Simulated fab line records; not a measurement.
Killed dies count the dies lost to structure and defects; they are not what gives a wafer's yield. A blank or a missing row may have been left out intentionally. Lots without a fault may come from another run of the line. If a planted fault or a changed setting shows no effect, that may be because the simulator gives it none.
Problem report, 8D (eight disciplines) form, completed by code / flow gf180mcu / the parts of the form that need people (team, actions taken, sign-off) are left out

## 1. THE PROBLEM
SALICIDE_TIN_RS at GF_SALICIDE_RS_MEAS_04 reads a mean of 9.7 ohm/sq on 2 wafers of 1 lot; wafers without a fault read 16.4 ohm/sq with a standard deviation of 0.38. Relative to the usual mean, that is a shift of -18 standard deviations.
The step: measures by four-point-probe.
The first sign was on wafer L131.2 at day 20 22:54, on filmMetro-01. The record holds 39 wafers of 13 lots with a number at this step. The rule behind "out" and "out of limits": a value lying over 4 standard deviations away from the usual mean. All remaining wafers that have a number are taken as sound.

## 2. WHAT IT IS, AND WHAT IT ISN'T
question=which readings at this step | is=SALICIDE_TIN_RS | is not=-
question=which lots | is=L131 | is not=L115, L116, L117, L118, L119, L122, L123, L125, L126, L128, L130, L134
question=which wafers of those lots | is=L131.2, L131.3 | is not=L131.1
question=read on which gauges | is=filmMetro-01 | is not=filmMetro-02, filmMetro-04
question=when | is=from day 20 22:54 | is not=up to then (34 sound wafers); but 3 sound wafers of L134 came after

## 3. SUSPECTS, AND WHAT RULES EACH OUT
Counting: any tool at a process step up to the reading remains a suspect provided it ran every lot that is out. Sound lots after the first of them don't rule it out here, since some wafers of a struck lot are sound.
- the gauge at GF_SALICIDE_RS_MEAS_04: kept. All the wafers that are out were read on filmMetro-01, and no step on other tools shows them out.
- pvdSputter-02 at GF_SALICIDE_SPUTTER_02 (material Co, target thk 10 nm, time 20 s): kept. It processed L131, the lot that is out, at day 20 22:51, and its most recent sound lot before then was L128 at day 20 01:11.
The count leaves filmMetro-01 at GF_SALICIDE_RS_MEAS_04 and pvdSputter-02 at GF_SALICIDE_SPUTTER_02.

## 4. THE CAUSE (what the simulator had put in)
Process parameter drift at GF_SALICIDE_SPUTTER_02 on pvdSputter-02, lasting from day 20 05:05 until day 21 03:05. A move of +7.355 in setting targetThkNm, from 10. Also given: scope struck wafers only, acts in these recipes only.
Of the 2 suspects that counting leaves, this tool is one.

## 5. SEQUENCE OF EFFECTS, ordered by route
Rows list readings where the struck wafers' mean (over those with a number) sits beyond 3 standard deviations from the usual. Only readings for which the record gives a usual standard deviation are gone through. hours: the time from each lot's start at the first step in this table that gives one to its start at this step, as a median over the lots. sigmas: the change in usual standard deviations.
hours=0; step=GF_SALICIDE_RS_MEAS_04; reading=SALICIDE_TIN_RS; usual=16.4 ohm/sq; on struck wafers=9.7; change=-6.7; sigmas=-18
Later measuring or inspecting steps at which every struck wafer that the step has a row for has a number for every such reading, and none has moved that far: GF_M2_CD_MEAS_14, GF_V3_THK_MEAS_03.

## 6. WHAT WOULD HAVE CAUGHT IT SOONER
Counted from the fault's start at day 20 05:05, it took 18 hours until the first out-of-limits reading at a measuring or inspecting step in this record, taken at day 20 22:54.
No tool reading at GF_SALICIDE_SPUTTER_02 that has a usual standard deviation in the record was out on any struck wafer, so an alarm limit of 4 standard deviations on those readings would not have fired.
By day 20 22:54 the whole set of lots that are out, 1 in number, had already begun GF_SALICIDE_SPUTTER_02 on pvdSputter-02. A hold on the tool at that time would have spared none of them.
